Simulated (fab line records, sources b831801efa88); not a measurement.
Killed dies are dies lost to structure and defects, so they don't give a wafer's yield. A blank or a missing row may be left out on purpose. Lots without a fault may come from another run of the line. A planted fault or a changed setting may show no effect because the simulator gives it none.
Split-lot experiment | flow sky130 | 5 lots, 23 wafers read, on a route of 708 steps

THE SPLIT
At SKY_VT_ADJUST_PCH_IMPLANT_08, the setting dose_cm2 was moved away from the recipe's 5e+11 on 10 of the 23 wafers read, by -5.4% to +7.2%. The other wafers ran this setting at the recipe's value.

FROM THE SPLIT TO THE READING: what the file shows between them, 1 step
- SKY_VT_ADJUST_PCH_STRIP_09: strips in O2/N2

THE READING
VT_ADJUST_PCH_TW, at SKY_VT_ADJUST_PCH_TW_MEAS_10. Fault-free wafers of this fab line usually give 143.2, standard deviation 0.99.

wafer  | tool, chamber at the split | dose_cm2 as run | against the recipe | VT_ADJUST_PCH_TW | against lot-mates on the recipe
L074.1 | implanter-03, 0            | 5.291e+11       | +5.8%              | 145.5            | +2.1
L074.2 | implanter-03, 0            | 5e+11           | recipe             | 142.8            | -
L074.3 | implanter-03, 0            | 5e+11           | recipe             | 144.1            | -
L074.4 | implanter-03, 0            | 5.291e+11       | +5.8%              | 146.2            | +2.8
L074.5 | implanter-03, 0            | 5.291e+11       | +5.8%              | 145.0            | +1.6
L076.1 | implanter-03, 0            | 5.359e+11       | +7.2%              | 146.1            | +1.4
L076.2 | implanter-03, 0            | 5e+11           | recipe             | 144.5            | -
L076.3 | implanter-03, 0            | 5e+11           | recipe             | 144.7            | -
L076.5 | implanter-03, 0            | 5e+11           | recipe             | 144.8            | -
L076.6 | implanter-03, 0            | 5.359e+11       | +7.2%              | 146.9            | +2.2
L081.1 | implanter-01, 0            | 4.729e+11       | -5.4%              | 141.5            | -1.1
L081.2 | implanter-01, 0            | 4.729e+11       | -5.4%              | 140.3            | -2.3
L081.3 | implanter-01, 0            | 5e+11           | recipe             | 142.2            | -
L081.5 | implanter-01, 0            | 4.729e+11       | -5.4%              | 141.7            | -0.9
L081.6 | implanter-01, 0            | 5e+11           | recipe             | 143.1            | -
L083.2 | implanter-01, 0            | 5e+11           | recipe             | 142.7            | -
L083.3 | implanter-01, 0            | 5e+11           | recipe             | 142.4            | -
L083.4 | implanter-01, 0            | 5e+11           | recipe             | 143.0            | -
L083.5 | implanter-01, 0            | 4.79e+11        | -4.2%              | 141.5            | -1.2
L083.6 | implanter-01, 0            | 4.79e+11        | -4.2%              | 140.6            | -2.1
L084.1 | implanter-03, 0            | 5e+11           | recipe             | 142.1            | -
L084.2 | implanter-03, 0            | 5e+11           | recipe             | 142.2            | -
L084.5 | implanter-03, 0            | 5e+11           | recipe             | 142.8            | -

THE FIT
A straight line over all 23 wafers: VT_ADJUST_PCH_TW changes by +0.426 for each +1% of dose_cm2; r = +0.89; the points scatter about the line by 0.85.
The same after taking each lot's own level away (the mean of its wafers on the recipe; 23 wafers): +0.309 for each +1%; r = +0.92; scatter 0.5.
On that fit, the largest move of dose_cm2 shifts the reading by 2.2.
The lots' own levels span 142.37 to 144.67, that is 2.3 times the standard deviation above.
So the lot-to-lot level changes the slope: the two fits differ.
Check: with one of the wafers moved furthest among these (+7.2%) left out of the fit, the line predicts +2.4 for it against its lot-mates. It came out at +1.43 against them.

THE FILE'S OWN FIT
VT_ADJUST_PCH_TW changes by +0.305 for each +1% of dose_cm2, r = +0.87.
